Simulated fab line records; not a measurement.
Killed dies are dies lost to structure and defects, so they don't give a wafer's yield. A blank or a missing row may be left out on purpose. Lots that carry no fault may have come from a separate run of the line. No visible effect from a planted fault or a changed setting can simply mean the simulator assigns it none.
Which tool did it?	flow sfq line	42 wafers from 14 lots sampled at 6 of the route's 325 steps

## WHAT EACH GAUGE READ, for each wafer
The record lacks any reading of a measuring or inspecting step that a usual standard deviation could be used to judge.

## WHICH TOOL RAN EACH LOT (tool, then ch and the chambers of the sampled wafers, then the start)
lot	SFQ_TRILAYER_L0_BARC_OPEN_METAL_ETCH_010	SFQ_TRILAYER_L0_ETCH_METAL_ETCH_008	SFQ_TRILAYER_L0_VIA_LITHO_EXPOSE_014	SFQ_TRILAYER_JJ_CE_STRIP_STRIP_120	SFQ_TRILAYER_M5_STRIP_STRIP_127	SFQ_TRILAYER_R5_DEP_SPUTTER_134
L364	rie metal-04 ch 0,1, day 2 22:50	rie metal-04 ch 0,1, day 2 22:53	krf scanner-02 ch 0, day 5 16:47	rie metal-01 ch 0,1, day 46 20:01	rie metal-02 ch 0,1, day 52 15:35	pvd sputter-05, day 52 21:39
L367	rie metal-03 ch 0,1, day 3 14:25	rie metal-03 ch 0,1, day 3 14:29	krf scanner-02 ch 0, day 6 10:23	rie metal-03 ch 0,1, day 48 00:37	rie metal-04 ch 0,1, day 53 14:11	pvd sputter-06, day 53 21:47
L368	rie metal-03 ch 0,1, day 3 22:23	rie metal-03 ch 0,1, day 3 22:27	krf scanner-02 ch 0, day 6 22:52	rie metal-04 ch 0,1, day 48 14:56	rie metal-03 ch 0,1, day 54 06:59	pvd sputter-04, day 54 12:08
L369	rie metal-03 ch 0,1, day 4 04:25	rie metal-03 ch 0,1, day 4 04:28	krf scanner-02, day 7 06:01	rie metal-03 ch 0,1, day 49 10:20	rie metal-04 ch 0,1, day 54 22:47	pvd sputter-05, day 55 03:44
L370	rie metal-04 ch 0,1, day 4 09:11	rie metal-04 ch 0,1, day 4 09:15	krf scanner-02, day 7 10:13	rie metal-04 ch 0,1, day 49 17:47	rie metal-02 ch 0,1, day 55 02:38	pvd sputter-06, day 55 10:18
L375	rie metal-01 ch 0,1, day 5 09:17	rie metal-01 ch 0,1, day 5 09:21	krf scanner-02 ch 0, day 8 15:01	rie metal-04 ch 0,1, day 51 22:31	rie metal-02 ch 0,1, day 57 08:45	pvd sputter-05, day 58 04:50
L376	rie metal-01 ch 0,1, day 5 15:17	rie metal-01 ch 0,1, day 5 15:21	krf scanner-02 ch 0, day 8 22:13	rie metal-03 ch 0,1, day 52 06:58	rie metal-04 ch 0,1, day 57 15:57	pvd sputter-05, day 58 11:08
L378	rie metal-03 ch 0,1, day 5 23:43	rie metal-03 ch 0,1, day 5 23:46	krf scanner-02 ch 0, day 9 05:49	rie metal-03 ch 1, day 52 11:26	rie metal-03 ch 0,1, day 57 22:47	pvd sputter-05, day 58 22:32
L379	rie metal-04 ch 0,1, day 6 04:31	rie metal-04 ch 0,1, day 6 04:34	krf scanner-02 ch 0, day 9 14:13	rie metal-03 ch 1, day 52 13:50	rie metal-02 ch 0,1, day 57 23:59	pvd sputter-04, day 58 23:08
L381	rie metal-03 ch 0,1, day 6 14:50	rie metal-03 ch 0,1, day 6 14:54	krf scanner-02 ch 0, day 10 05:25	rie metal-01 ch 0,1, day 53 06:14	rie metal-02 ch 0,1, day 58 16:35	pvd sputter-04, day 59 13:32
L382	rie metal-03 ch 0,1, day 6 20:52	rie metal-03 ch 0,1, day 6 20:55	krf scanner-02 ch 0, day 10 11:37	rie metal-03 ch 0,1, day 53 12:26	rie metal-04 ch 0,1, day 58 21:35	pvd sputter-05, day 59 16:32
L383	rie metal-04 ch 0, day 7 00:26	rie metal-04 ch 0, day 7 00:30	krf scanner-02 ch 0, day 10 13:49	rie metal-01 ch 0,1, day 53 18:14	rie metal-04 ch 0,1, day 59 02:11	pvd sputter-04, day 59 19:32
L384	rie metal-01 ch 0,1, day 7 07:38	rie metal-01 ch 0,1, day 7 07:43	krf scanner-02 ch 0, day 10 23:13	rie metal-03 ch 0,1, day 53 23:02	rie metal-02 ch 0,1, day 59 05:47	pvd sputter-06, day 59 20:08
L385	rie metal-03 ch 0,1, day 7 10:02	rie metal-03 ch 0,1, day 7 10:06	krf scanner-02 ch 0, day 54 03:50 or earlier	rie metal-01 ch 0, day 54 03:50	rie metal-04 ch 0,1, day 59 09:23	pvd sputter-04, day 59 22:32
- SFQ_TRILAYER_L0_BARC_OPEN_METAL_ETCH_010: etches BARC in O2, target depth 125 nm, time 41.7 s.
- SFQ_TRILAYER_L0_ETCH_METAL_ETCH_008: etches MoNx KI in SF6/O2, stops on SiO2, target depth 50 nm, time 25 s.
- SFQ_TRILAYER_L0_VIA_LITHO_EXPOSE_014: exposes mask L0V, target cd 700 nm.
- SFQ_TRILAYER_JJ_CE_STRIP_STRIP_120: strips in O2.
- SFQ_TRILAYER_M5_STRIP_STRIP_127: strips in O2.
- SFQ_TRILAYER_R5_DEP_SPUTTER_134: material Ti, target thk 5 nm, time 5 s.

## AS READ BY THE TOOLS THEMSELVES (means over the sampled wafers that have a number; for cases with no such wafer, the mark the record gives instead)
SFQ_TRILAYER_L0_BARC_OPEN_METAL_ETCH_010. Usual: bias w 80.03 W, standard deviation 0.24; chamber pressure mTorr 9.999 mTorr, standard deviation 0.0085; drypump motor current A 5.3 A, standard deviation 0.36; oes product au 0.685 a.u., standard deviation 0.0046.
lot	tool	bias w (W)	chamber pressure mTorr (mTorr)	drypump motor current A (A)	oes product au (a.u.)	flag
L364	rie metal-04	79.97	10.000	5.3	0.685	
L367	rie metal-03	79.90	10.004	5.4	0.688	
L368	rie metal-03	80.02	9.992	5.4	0.684	
L369	rie metal-03	-	-	-	-	OFF
L370	rie metal-04	-	-	-	-	OFF
L375	rie metal-01	79.85	9.994	5.3	0.687	
L376	rie metal-01	80.03	10.001	5.5	0.690	
L378	rie metal-03	80.16	10.004	5.4	0.683	
L379	rie metal-04	79.98	10.002	5.3	0.685	
L381	rie metal-03	80.07	10.001	5.1	0.681	
L382	rie metal-03	80.39	10.001	5.5	0.686	
L383	rie metal-04	79.87	10.008	5.0	0.686	
L384	rie metal-01	79.68	10.000	5.3	0.682	
L385	rie metal-03	80.01	9.998	5.1	0.682	

SFQ_TRILAYER_L0_ETCH_METAL_ETCH_008. Usual: bias w 80.02 W, standard deviation 0.25; chamber pressure mTorr 10.000 mTorr, standard deviation 0.0094; drypump motor current A 5.3 A, standard deviation 0.36; oes product au 0.874 a.u., standard deviation 0.0061.
lot	tool	bias w (W)	chamber pressure mTorr (mTorr)	drypump motor current A (A)	oes product au (a.u.)	flag
L364	rie metal-04	79.79	9.996	5.3	0.867	
L367	rie metal-03	80.28	9.998	5.4	0.877	
L368	rie metal-03	80.06	10.006	5.4	0.874	
L369	rie metal-03	80.19	9.991	5.4	0.379	OFF
L370	rie metal-04	80.22	10.007	5.1	0.373	OFF
L375	rie metal-01	80.07	9.995	5.3	0.865	
L376	rie metal-01	80.08	9.997	5.5	0.879	
L378	rie metal-03	79.81	9.994	5.4	0.879	
L379	rie metal-04	80.00	10.009	5.3	0.870	
L381	rie metal-03	80.15	9.996	5.1	0.871	
L382	rie metal-03	79.75	10.003	5.4	0.869	
L383	rie metal-04	79.94	9.989	5.0	0.881	
L384	rie metal-01	79.95	10.000	5.3	0.878	
L385	rie metal-03	80.06	10.001	5.1	0.873	

SFQ_TRILAYER_L0_VIA_LITHO_EXPOSE_014. Usual: exposure dose mJ cm2 21.304, standard deviation 0.019; focus offset nm 0.0 nm, standard deviation 0.49.
lot	tool	exposure dose mJ cm2	focus offset nm (nm)	flag
L364	krf scanner-02	21.287	0.0	
L367	krf scanner-02	21.317	0.2	
L368	krf scanner-02	21.294	-0.1	
L369	krf scanner-02	-	-	OFF
L370	krf scanner-02	-	-	OFF
L375	krf scanner-02	21.301	0.1	
L376	krf scanner-02	21.307	-0.6	
L378	krf scanner-02	21.298	-0.4	
L379	krf scanner-02	21.319	0.5	
L381	krf scanner-02	21.314	-0.6	
L382	krf scanner-02	21.298	0.2	
L383	krf scanner-02	21.282	-0.2	
L384	krf scanner-02	21.292	-0.5	
L385	krf scanner-02	21.302	-0.3	

SFQ_TRILAYER_JJ_CE_STRIP_STRIP_120. Usual: drypump motor current A 5.3 A, standard deviation 0.38; oes product au 1.003 a.u., standard deviation 0.0079.
lot	tool	drypump motor current A (A)	oes product au (a.u.)	flag
L364	rie metal-01	5.3	1.019	
L367	rie metal-03	5.4	1.001	
L368	rie metal-04	5.3	0.993	
L369	rie metal-03	5.1	0.998	
L370	rie metal-04	5.1	1.006	
L375	rie metal-04	5.3	0.994	
L376	rie metal-03	5.5	1.010	
L378	rie metal-03	5.7	1.006	
L379	rie metal-03	5.7	1.012	
L381	rie metal-01	5.3	1.006	
L382	rie metal-03	5.4	1.009	
L383	rie metal-01	5.4	0.999	
L384	rie metal-03	5.4	1.009	
L385	rie metal-01	5.2	1.009	

SFQ_TRILAYER_M5_STRIP_STRIP_127. Usual: drypump motor current A 5.30 A, standard deviation 0.28; oes product au 1.000 a.u., standard deviation 0.0079.
lot	tool	drypump motor current A (A)	oes product au (a.u.)	flag
L364	rie metal-02	5.26	0.998	
L367	rie metal-04	5.31	0.990	
L368	rie metal-03	5.44	1.010	
L369	rie metal-04	5.32	0.996	
L370	rie metal-02	5.30	1.001	
L375	rie metal-02	5.27	0.993	
L376	rie metal-04	5.18	1.003	
L378	rie metal-03	5.09	0.997	
L379	rie metal-02	5.26	0.989	
L381	rie metal-02	5.28	0.999	
L382	rie metal-04	5.31	0.997	
L383	rie metal-04	5.31	1.007	
L384	rie metal-02	5.27	0.997	
L385	rie metal-04	5.30	1.000	

SFQ_TRILAYER_R5_DEP_SPUTTER_134. Usual: 29.8 % for throttle valve pct, sd 0.98.
lot	tool	throttle valve pct (%)	flag
L364	pvd sputter-05	30.1	
L367	pvd sputter-06	29.0	
L368	pvd sputter-04	30.0	
L369	pvd sputter-05	30.0	
L370	pvd sputter-06	30.0	
L375	pvd sputter-05	29.5	
L376	pvd sputter-05	30.0	
L378	pvd sputter-05	30.1	
L379	pvd sputter-04	30.2	
L381	pvd sputter-04	29.9	
L382	pvd sputter-05	29.7	
L383	pvd sputter-04	30.8	
L384	pvd sputter-06	29.8	
L385	pvd sputter-04	30.1	

## THE ANSWER, worked out from the rows above alone
Rule: lot off if the mean of its wafers having a number is beyond 3 standard deviations from the usual mean. Also off: a lot with no number at a reading for which 4 or more lots have one. The other lots that the step has rows for count as sound. After the gauges, taken in route order, come the tools' own readings; for these a lot's mean is taken, as printed above. At the first step where some lot is off, the reading lying furthest off is the one used; lots without a number count as furthest.
Off, at SFQ_TRILAYER_L0_BARC_OPEN_METAL_ETCH_010 on bias w: L369, L370. Without a number there: L369, L370.
If a tool, at that step or one of the process steps before it, ran each lot that is off and ran no sound lot following the first of them, it fits. Of those tried, none fits.

## WHAT THE SIMULATOR HAD INSERTED
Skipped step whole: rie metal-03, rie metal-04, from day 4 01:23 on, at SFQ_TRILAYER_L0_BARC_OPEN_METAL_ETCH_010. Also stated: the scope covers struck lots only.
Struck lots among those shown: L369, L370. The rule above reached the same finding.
